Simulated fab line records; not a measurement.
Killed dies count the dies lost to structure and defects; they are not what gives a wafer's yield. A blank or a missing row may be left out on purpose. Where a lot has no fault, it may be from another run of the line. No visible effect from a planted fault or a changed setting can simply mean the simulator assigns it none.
The tool behind it: which one? / flow gf180mcu / Sampling: 14 lots, 42 wafers, 4 of 602 route steps

## WHAT THE GAUGES SHOWED, per wafer
GF_STI_THK_MEAS_24. Usual: STI_CVD_23_THK typically reads 649 nm, with standard deviation 7.2.
lot=L455; measured=day 2 03:12; on=film-metro-03; STI_CVD_23_THK (nm)=647 660 652; flag=
lot=L456; measured=day 2 07:43; on=film-metro-02; STI_CVD_23_THK (nm)=659 655 653; flag=
lot=L457; measured=day 2 16:10; on=film-metro-02; STI_CVD_23_THK (nm)=649 655 645; flag=
lot=L458; measured=day 2 19:56; on=film-metro-04; STI_CVD_23_THK (nm)=652 641 659; flag=
lot=L459; measured=day 3 00:23; on=film-metro-03; STI_CVD_23_THK (nm)=646 644 639; flag=
lot=L460; measured=day 3 06:55; on=film-metro-02; STI_CVD_23_THK (nm)=651 651 656; flag=
lot=L461; measured=day 3 11:09; on=film-metro-04; STI_CVD_23_THK (nm)=653 650 656; flag=
lot=L465; measured=day 4 07:37; on=film-metro-03; STI_CVD_23_THK (nm)=658 654 667; flag=
lot=L466; measured=day 4 11:57; on=film-metro-03; STI_CVD_23_THK (nm)=654 645 655; flag=
lot=L470; measured=day 5 08:35; on=film-metro-02; STI_CVD_23_THK (nm)=644 640 649; flag=
lot=L472; measured=day 5 19:29; on=film-metro-02; STI_CVD_23_THK (nm)=648 641 649; flag=
lot=L473; measured=day 6 00:40; on=film-metro-03; STI_CVD_23_THK (nm)=652 645 649; flag=
lot=L474; measured=day 6 05:59; on=film-metro-03; STI_CVD_23_THK (nm)=655 639 635; flag=
lot=L475; measured=day 6 11:17; on=film-metro-03; STI_CVD_23_THK (nm)=637 637 653; flag=

GF_MVSD_TW_MEAS_11. Usual: MVSD_TW typically reads 1592, with standard deviation 11.
lot=L455; measured=day 4 10:44; on=film-metro-01; MVSD_TW=1595 1594 1597; flag=
lot=L456; measured=day 4 16:54; on=film-metro-04; MVSD_TW=1600 1606 1596; flag=
lot=L457; measured=day 5 00:10; on=film-metro-04; MVSD_TW=1609 1610 1595; flag=
lot=L458; measured=day 5 05:07; on=film-metro-04; MVSD_TW=1608 1609 1609; flag=
lot=L459; measured=day 5 11:33; on=film-metro-04; MVSD_TW=1608 1600 1607; flag=
lot=L460; measured=day 5 19:00; on=film-metro-03; MVSD_TW=1583 1583 1588; flag=
lot=L461; measured=day 6 00:22; on=film-metro-03; MVSD_TW=1594 1586 1595; flag=
lot=L465; measured=day 6 21:43; on=film-metro-03; MVSD_TW=1596 1598 1593; flag=
lot=L466; measured=day 7 03:26; on=film-metro-04; MVSD_TW=1598 1598 1591; flag=
lot=L470; measured=day 8 03:13; on=film-metro-04; MVSD_TW=1611 1606 1611; flag=
lot=L472; measured=day 8 13:08; on=film-metro-01; MVSD_TW=1587 1585 1585; flag=
lot=L473; measured=day 8 18:08; on=film-metro-01; MVSD_TW=1584 1589 1592; flag=
lot=L474; measured=day 8 23:55; on=film-metro-01; MVSD_TW=1579 1588 1580; flag=
lot=L475; measured=day 9 04:29; on=film-metro-03; MVSD_TW=1574 1576 1584; flag=

GF_POLY_GATE_CD_MEAS_18. Usual: 279.9 nm for cd-nm, sd 2.1.
lot=L455; measured=day 9 15:32; on=cd-sem-02; cd-nm (nm)=278.9 278.6 278.9; flag=
lot=L456; measured=day 10 01:10; on=cd-sem-02; cd-nm (nm)=283.7 281.3 283.5; flag=
lot=L457; measured=day 10 13:41; on=cd-sem-02; cd-nm (nm)=278.9 282.0 281.8; flag=
lot=L458; measured=day 10 13:38; on=cd-sem-01; cd-nm (nm)=279.8 281.3 279.7; flag=
lot=L459; measured=day 10 21:50; on=cd-sem-01; cd-nm (nm)=284.1 283.4 281.2; flag=
lot=L460; measured=day 11 07:28; on=cd-sem-01; cd-nm (nm)=280.1 280.3 278.5; flag=
lot=L461; measured=day 11 07:34; on=cd-sem-02; cd-nm (nm)=278.4 282.0 283.5; flag=
lot=L465; measured=day 12 08:19; on=cd-sem-02; cd-nm (nm)=279.1 281.6 279.6; flag=
lot=L466; measured=day 12 20:20; on=cd-sem-01; cd-nm (nm)=279.5 280.8 280.1; flag=
lot=L470; measured=day 14 01:09; on=cd-sem-01; cd-nm (nm)=280.7 280.9 280.7; flag=
lot=L472; measured=day 14 06:59; on=cd-sem-01; cd-nm (nm)=278.3 281.6 280.5; flag=
lot=L473; measured=day 14 15:43; on=cd-sem-02; cd-nm (nm)=284.3 282.8 280.1; flag=
lot=L474; measured=day 14 22:59; on=cd-sem-02; cd-nm (nm)=278.2 279.6 281.1; flag=
lot=L475; measured=day 14 22:15; on=cd-sem-01; cd-nm (nm)=279.8 278.6 281.1; flag=

## WHICH TOOL RAN EACH LOT (tool, then ch and the chambers of the sampled wafers, then the start)
lot=L455; GF_DUAL_GATE_OXIDATION_15=furnace-02 ch 0, day 8 13:14
lot=L456; GF_DUAL_GATE_OXIDATION_15=furnace-02 ch 0, day 8 21:35
lot=L457; GF_DUAL_GATE_OXIDATION_15=furnace-02 ch 0, day 9 09:46
lot=L458; GF_DUAL_GATE_OXIDATION_15=furnace-02 ch 0, day 9 09:46
lot=L459; GF_DUAL_GATE_OXIDATION_15=furnace-02 ch 0, day 9 19:39
lot=L460; GF_DUAL_GATE_OXIDATION_15=furnace-02 ch 0, day 10 06:26
lot=L461; GF_DUAL_GATE_OXIDATION_15=furnace-02 ch 0, day 10 06:26
lot=L465; GF_DUAL_GATE_OXIDATION_15=furnace-02 ch 0, day 11 07:25
lot=L466; GF_DUAL_GATE_OXIDATION_15=furnace-02 ch 0, day 11 18:28
lot=L470; GF_DUAL_GATE_OXIDATION_15=furnace-01 ch 0, day 13 00:31
lot=L472; GF_DUAL_GATE_OXIDATION_15=furnace-01 ch 0, day 13 05:59
lot=L473; GF_DUAL_GATE_OXIDATION_15=furnace-01 ch 0, day 13 14:31
lot=L474; GF_DUAL_GATE_OXIDATION_15=furnace-02 ch 0, day 13 20:44
lot=L475; GF_DUAL_GATE_OXIDATION_15=furnace-02 ch 0, day 13 20:44
- GF_DUAL_GATE_OXIDATION_15: stabilise 600 s, purge 300 s, target thk 7.098 nm.

## WHAT THE TOOLS THEMSELVES READ (means of the sampled wafers that have a number; where no wafer has one, the mark that the record gives instead)
GF_DUAL_GATE_OXIDATION_15. Usual: spike-tc-centre-C 850.9 C, standard deviation 0.98; spike-tc-top-C 861.6 C, standard deviation 2.9; spike-tc-upper-C 848.9 C, standard deviation 1; zone-power-centre-pct 16.77 %, standard deviation 0.22; zone-power-lower-pct 17.02 %, standard deviation 0.26; zone-power-upper-pct 15.2 %, standard deviation 0.64.
lot=L455; tool=furnace-02; spike-tc-centre-C (C)=850.7; spike-tc-top-C (C)=863.5; spike-tc-upper-C (C)=849.1; zone-power-centre-pct (%)=16.94; zone-power-lower-pct (%)=17.19; zone-power-upper-pct (%)=15.7; flag=
lot=L456; tool=furnace-02; spike-tc-centre-C (C)=851.4; spike-tc-top-C (C)=863.0; spike-tc-upper-C (C)=849.6; zone-power-centre-pct (%)=16.87; zone-power-lower-pct (%)=17.00; zone-power-upper-pct (%)=15.7; flag=
lot=L457; tool=furnace-02; spike-tc-centre-C (C)=851.4; spike-tc-top-C (C)=864.3; spike-tc-upper-C (C)=848.7; zone-power-centre-pct (%)=16.95; zone-power-lower-pct (%)=16.96; zone-power-upper-pct (%)=15.8; flag=
lot=L458; tool=furnace-02; spike-tc-centre-C (C)=849.9; spike-tc-top-C (C)=864.5; spike-tc-upper-C (C)=849.3; zone-power-centre-pct (%)=16.77; zone-power-lower-pct (%)=17.22; zone-power-upper-pct (%)=15.8; flag=
lot=L459; tool=furnace-02; spike-tc-centre-C (C)=850.5; spike-tc-top-C (C)=863.4; spike-tc-upper-C (C)=848.9; zone-power-centre-pct (%)=16.96; zone-power-lower-pct (%)=17.24; zone-power-upper-pct (%)=15.5; flag=
lot=L460; tool=furnace-02; spike-tc-centre-C (C)=850.3; spike-tc-top-C (C)=864.4; spike-tc-upper-C (C)=848.6; zone-power-centre-pct (%)=16.76; zone-power-lower-pct (%)=17.28; zone-power-upper-pct (%)=15.7; flag=
lot=L461; tool=furnace-02; spike-tc-centre-C (C)=851.6; spike-tc-top-C (C)=864.4; spike-tc-upper-C (C)=848.9; zone-power-centre-pct (%)=16.86; zone-power-lower-pct (%)=17.29; zone-power-upper-pct (%)=15.6; flag=
lot=L465; tool=furnace-02; spike-tc-centre-C (C)=852.4; spike-tc-top-C (C)=864.7; spike-tc-upper-C (C)=849.5; zone-power-centre-pct (%)=16.81; zone-power-lower-pct (%)=17.27; zone-power-upper-pct (%)=15.6; flag=
lot=L466; tool=furnace-02; spike-tc-centre-C (C)=851.0; spike-tc-top-C (C)=864.1; spike-tc-upper-C (C)=848.8; zone-power-centre-pct (%)=16.94; zone-power-lower-pct (%)=17.29; zone-power-upper-pct (%)=15.5; flag=
lot=L470; tool=furnace-01; spike-tc-centre-C (C)=849.5; spike-tc-top-C (C)=858.6; spike-tc-upper-C (C)=849.3; zone-power-centre-pct (%)=16.58; zone-power-lower-pct (%)=16.82; zone-power-upper-pct (%)=14.3; flag=
lot=L472; tool=furnace-01; spike-tc-centre-C (C)=854.3; spike-tc-top-C (C)=863.3; spike-tc-upper-C (C)=815.0; zone-power-centre-pct (%)=22.10; zone-power-lower-pct (%)=16.11; zone-power-upper-pct (%)=3.4; flag=OFF
lot=L473; tool=furnace-01; spike-tc-centre-C (C)=854.6; spike-tc-top-C (C)=862.8; spike-tc-upper-C (C)=814.3; zone-power-centre-pct (%)=22.03; zone-power-lower-pct (%)=16.16; zone-power-upper-pct (%)=3.3; flag=OFF
lot=L474; tool=furnace-02; spike-tc-centre-C (C)=851.5; spike-tc-top-C (C)=863.4; spike-tc-upper-C (C)=849.5; zone-power-centre-pct (%)=16.92; zone-power-lower-pct (%)=17.13; zone-power-upper-pct (%)=15.6; flag=
lot=L475; tool=furnace-02; spike-tc-centre-C (C)=852.0; spike-tc-top-C (C)=863.7; spike-tc-upper-C (C)=849.1; zone-power-centre-pct (%)=16.96; zone-power-lower-pct (%)=17.26; zone-power-upper-pct (%)=15.6; flag=

## THE ANSWER, worked out from the rows above alone
Rule: take the mean of a lot's wafers that have a number; if it is more than 3 standard deviations from the usual mean, the lot is off. Also off: a lot with no number at a reading for which 4 or more lots have one. All remaining lots with rows at the step are treated as sound. The gauges are gone through in route order, then the tools' own readings, and for those a lot's mean is taken as printed above. At the first step where some lot is off, the reading lying furthest off is the one used; lots without a number count as furthest.
Off at GF_DUAL_GATE_OXIDATION_15 (spike-tc-upper-C): L472, L473.
If a tool, at that step or one of the process steps before it, ran each lot that is off and ran no sound lot following the first of them, it fits. One fits: furnace-01 at GF_DUAL_GATE_OXIDATION_15. Its last sound lot is L470 (day 13 00:31), its first lot that is off L472 (day 13 05:59): a fault that began between those two fits.
The tool's own readings at GF_DUAL_GATE_OXIDATION_15 bear it out: on the lots that are off they differ by more than 5 times the standard deviation of the sound lots' means. spike-tc-upper-C reads 814.6 C there against 849.1 C on the sound lots; zone-power-centre-pct reads 22.07 % there against 16.86 % on the sound lots; zone-power-lower-pct reads 16.13 % there against 17.16 % on the sound lots; zone-power-upper-pct reads 3.3 % there against 15.5 % on the sound lots.

## WHAT THE SIMULATOR PUT IN
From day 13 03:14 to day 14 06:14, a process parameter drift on furnace-01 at GF_DUAL_GATE_OXIDATION_15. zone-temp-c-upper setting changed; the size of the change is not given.
Lots struck among those shown: L472, L473. The rule above reached the same finding.
